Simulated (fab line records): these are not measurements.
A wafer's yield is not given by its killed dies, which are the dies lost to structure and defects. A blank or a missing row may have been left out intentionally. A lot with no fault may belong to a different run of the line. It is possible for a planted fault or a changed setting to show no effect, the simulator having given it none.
Which tool was responsible? || flow sfqLine || 7 lots with 21 wafers sampled at 2 steps, on a route of 325 steps

WHAT THE GAUGES SHOWED, per wafer
SFQ_M0_RS_MEAS_904: measurement is done with a four-point probe.
{"lot": "L904", "measured": "day 7 23:49", "on": "filmMetro-03", "M0_NB_RS (ohm/sq)": "0.890 0.893 0.890"}
{"lot": "L907", "measured": "day 8 13:45", "on": "filmMetro-03", "M0_NB_RS (ohm/sq)": "0.899 0.900 0.901"}
{"lot": "L909", "measured": "day 8 18:33", "on": "filmMetro-01", "M0_NB_RS (ohm/sq)": "0.904 0.895 0.899"}
{"lot": "L911", "measured": "day 9 07:46", "on": "filmMetro-01", "M0_NB_RS (ohm/sq)": "0.913 0.909 0.917"}
{"lot": "L914", "measured": "day 10 00:34", "on": "filmMetro-03", "M0_NB_RS (ohm/sq)": "0.889 0.904 0.904"}
{"lot": "L919", "measured": "day 11 16:19", "on": "filmMetro-03", "M0_NB_RS (ohm/sq)": "0.885 0.885 2.395"}
{"lot": "L926", "measured": "day 13 05:34", "on": "filmMetro-02", "M0_NB_RS (ohm/sq)": "0.899 0.891 0.891"}

EACH LOT AND THE TOOL THAT RAN IT (in order: tool; ch and the chambers of the sampled wafers; start)
{"lot": "L904", "SFQ_TRILAYER_M0_DEP_SPUTTER_019": "pvdSputter-06, day 7 23:43"}
{"lot": "L907", "SFQ_TRILAYER_M0_DEP_SPUTTER_019": "pvdSputter-03, day 8 13:40"}
{"lot": "L909", "SFQ_TRILAYER_M0_DEP_SPUTTER_019": "pvdSputter-03, day 8 18:28"}
{"lot": "L911", "SFQ_TRILAYER_M0_DEP_SPUTTER_019": "pvdSputter-06, day 9 07:40"}
{"lot": "L914", "SFQ_TRILAYER_M0_DEP_SPUTTER_019": "pvdSputter-06, day 10 00:28"}
{"lot": "L919", "SFQ_TRILAYER_M0_DEP_SPUTTER_019": "pvdSputter-06, day 11 16:12"}
{"lot": "L926", "SFQ_TRILAYER_M0_DEP_SPUTTER_019": "pvdSputter-05, day 13 05:25"}
- SFQ_TRILAYER_M0_DEP_SPUTTER_019: material Nb, target thk 200 nm, time 133.3 s.

THE ANSWER, worked out from the rows above alone
Rule: usual is defined by the lots themselves. Put in order of their means at a reading, lots are off if they are a third of the lots or fewer, leave a main group of 4 or more, and stand apart from it by a gap of 3 or more times the standard deviation of the main group's means; of several such gaps the widest counts. If all means in a main group match to the digits the tables above print for the reading, that group is not used. Also off: a lot with no number at a reading for which 4 or more lots have one. All remaining lots with rows at the step are treated as sound.
Off: L919, seen at SFQ_M0_RS_MEAS_904 (M0_NB_RS). The main group has a mean of 0.899 ohm/sq with a standard deviation of 0.0069.
If a tool, at a process step before that reading, ran all the lots that are off and no sound lot after the first of them, it fits. Those tools and the gauges at SFQ_M0_RS_MEAS_904 are tried in the same way. Undecided on this evidence; 2 tools fit (pvdSputter-06 at SFQ_TRILAYER_M0_DEP_SPUTTER_019, filmMetro-03 at SFQ_M0_RS_MEAS_904).

WHAT THE SIMULATOR HAD INSERTED
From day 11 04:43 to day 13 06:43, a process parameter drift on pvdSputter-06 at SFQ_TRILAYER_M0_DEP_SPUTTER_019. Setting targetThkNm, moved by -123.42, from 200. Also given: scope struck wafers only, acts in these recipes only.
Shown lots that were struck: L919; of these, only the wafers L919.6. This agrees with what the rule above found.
